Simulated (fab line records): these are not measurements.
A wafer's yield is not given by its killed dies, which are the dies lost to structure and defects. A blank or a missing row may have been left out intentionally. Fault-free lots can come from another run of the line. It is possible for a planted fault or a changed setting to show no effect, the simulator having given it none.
Which tool did it? ; flow sky130 ; 39 wafers from 13 lots sampled at 5 of the route's 708 steps

== WHAT EACH GAUGE READ, for each wafer ==
SKY_LDD_HVP_TW_MEAS_10.
lot;measured;on;LDD_HVP_TW
L716;day 21 21:13;film_metro-02;460 462 460
L717;day 22 21:02;film_metro-01;459 460 457
L718;day 23 07:53;film_metro-03;449 453 451
L719;day 23 19:12;film_metro-03;452 454 456
L721;day 24 04:05;film_metro-02;475 475 473
L722;day 24 17:27;film_metro-03;468 469 465
L730;day 27 00:31;film_metro-02;455 454 459
L731;day 27 10:08;film_metro-01;461 460 458
L733;day 28 00:50;film_metro-02;458 459 460
L734;day 28 10:35;film_metro-02;463 461 459
L735;day 28 15:27;film_metro-02;460 461 460
L736;day 28 21:21;film_metro-01;458 458 460
L738;day 29 17:56;film_metro-01;454 452 456

SKY_CONTACT_THK_MEAS_01.
lot;measured;on;CONTACT_CVD_00_THK (nm)
L716;day 30 18:41;film_metro-02;75.4 76.8 76.8
L717;day 31 15:15;film_metro-04;74.3 73.2 73.4
L718;day 32 00:39;film_metro-02;73.8 74.7 74.0
L719;day 32 11:52;film_metro-02;73.7 74.0 75.1
L721;day 32 17:24;film_metro-02;73.9 74.5 75.5
L722;day 33 06:21;film_metro-02;73.1 73.5 74.9
L730;day 35 08:09;film_metro-02;74.6 75.5 75.7
L731;day 35 20:02;film_metro-03;74.6 74.0 75.7
L733;day 36 06:06;film_metro-04;75.0 75.8 74.9
L734;day 36 13:51;film_metro-02;75.4 76.3 76.1
L735;day 36 21:40;film_metro-03;75.3 76.3 77.1
L736;day 36 23:32;film_metro-02;73.7 75.8 75.2
L738;day 37 18:16;film_metro-03;75.6 76.2 76.6

SKY_CONTACT_CD_MEAS_14: the cd target is 170 nm.
lot;measured;on;cd_nm (nm)
L716;day 31 23:23;cd_sem-01;168.6 169.4 169.2
L717;day 32 19:51;cd_sem-02;173.1 173.6 173.7
L718;day 33 04:12;cd_sem-02;171.1 171.3 171.1
L719;day 33 15:48;cd_sem-01;165.7 166.0 165.8
L721;day 33 20:52;cd_sem-02;169.6 169.7 169.5
L722;day 34 09:30;cd_sem-02;171.0 168.0 170.0
L730;day 36 10:19;cd_sem-02;172.5 174.6 172.5
L731;day 36 22:16;cd_sem-01;171.3 169.4 170.2
L733;day 37 08:38;cd_sem-01;169.7 170.4 171.7
L734;day 37 16:04;cd_sem-01;169.6 170.0 169.3
L735;day 38 00:19;cd_sem-02;173.4 171.4 171.1
L736;day 38 02:10;cd_sem-01;169.7 170.6 171.1
L738;day 38 20:15;cd_sem-02;171.5 170.7 170.5

SKY_CONTACT_RS_MEAS_25: uses a four-point probe to measure.
lot;measured;on;CONTACT_W_RS (ohm/sq)
L716;day 32 00:32;film_metro-04;0.338 0.342 0.341
L717;day 32 21:00;film_metro-04;0.343 0.335 0.343
L718;day 33 06:11;film_metro-02;0.344 0.344 0.341
L719;day 33 16:58;film_metro-03;0.336 0.338 0.344
L721;day 33 21:59;film_metro-02;0.339 0.338 0.345
L722;day 34 10:33;film_metro-02;0.338 0.340 0.345
L730;day 36 11:26;film_metro-04;0.340 0.343 0.337
L731;day 36 23:19;film_metro-03;0.339 0.340 0.340
L733;day 37 09:41;film_metro-04;0.342 0.336 0.345
L734;day 37 17:07;film_metro-03;0.339 0.333 0.343
L735;day 38 01:26;film_metro-02;0.341 0.329 0.337
L736;day 38 03:14;film_metro-03;0.332 0.331 0.345
L738;day 38 21:20;film_metro-03;0.340 0.331 0.341

== WHICH TOOL RAN EACH LOT (tool, then ch and the chambers of the sampled wafers, then the start) ==
lot;SKY_LDD_HVP_IMPLANT_08
L716;implanter-03 ch 0, day 21 20:59
L717;implanter-02 ch 0, day 22 20:47
L718;implanter-04 ch 0, day 23 07:38
L719;implanter-04 ch 0, day 23 18:58
L721;implanter-04 ch 0, day 24 03:50
L722;implanter-04 ch 0, day 24 17:13
L730;implanter-02 ch 0, day 27 00:17
L731;implanter-04 ch 0, day 27 09:53
L733;implanter-04 ch 0, day 28 00:35
L734;implanter-03 ch 0, day 28 10:20
L735;implanter-02 ch 0, day 28 15:13
L736;implanter-04 ch 0, day 28 21:07
L738;implanter-04 ch 0, day 29 17:41
- SKY_LDD_HVP_IMPLANT_08

== WHAT THE TOOLS THEMSELVES READ (means of the sampled wafers that have a number; where no wafer has one, the mark that the record gives instead) ==
SKY_LDD_HVP_IMPLANT_08.
lot;tool;beam_on_s (s);dose_ions_cm2;faraday_current_uA
L716;implanter-03;9.96;1.6997e+13;96.2
L717;implanter-02;10.04;1.6988e+13;95.9
L718;implanter-04;9.97;1.6979e+13;96.2
L719;implanter-04;10.05;1.7006e+13;95.3
L721;implanter-04;10.17;1.8829e+13;104.3
L722;implanter-04;10.07;1.8828e+13;105.7
L730;implanter-02;10.14;1.7001e+13;94.3
L731;implanter-04;9.94;1.7017e+13;96.5
L733;implanter-04;10.15;1.7017e+13;94.3
L734;implanter-03;10.00;1.7005e+13;95.8
L735;implanter-02;10.11;1.6980e+13;95.1
L736;implanter-04;9.89;1.7002e+13;96.9
L738;implanter-04;10.16;1.6996e+13;94.2

== THE ANSWER, worked out from the rows above alone ==
Rule: the usual values come from the lots themselves. Put in order of their means at a reading, lots are off if they are a third of the lots or fewer, leave a main group of 4 or more, and stand apart from it by a gap of 3 or more times the standard deviation of the main group's means; of several such gaps the widest counts. A main group whose means are all the same, to the digits that the tables above print for the reading, isn't used. A lot without any number at a reading at which 4 lots or more have one is off too. Where the step has rows for the other lots, those lots are counted as sound. The gauges are gone through in route order, then the tools' own readings, and for those a lot's mean is taken as printed above. The first step at which some lot is off is used, and at that step the reading that is off furthest; a lot without a number counts as furthest.
Off: L721, L722, at SKY_LDD_HVP_IMPLANT_08 (dose_ions_cm2). The main group has a mean of 1.6999e+13 with a standard deviation of 1.2e+10.
If a tool, at that step or one of the process steps before it, ran each lot that is off and ran no sound lot following the first of them, it fits. None of those tried fits.

== WHAT THE SIMULATOR HAD PUT IN ==
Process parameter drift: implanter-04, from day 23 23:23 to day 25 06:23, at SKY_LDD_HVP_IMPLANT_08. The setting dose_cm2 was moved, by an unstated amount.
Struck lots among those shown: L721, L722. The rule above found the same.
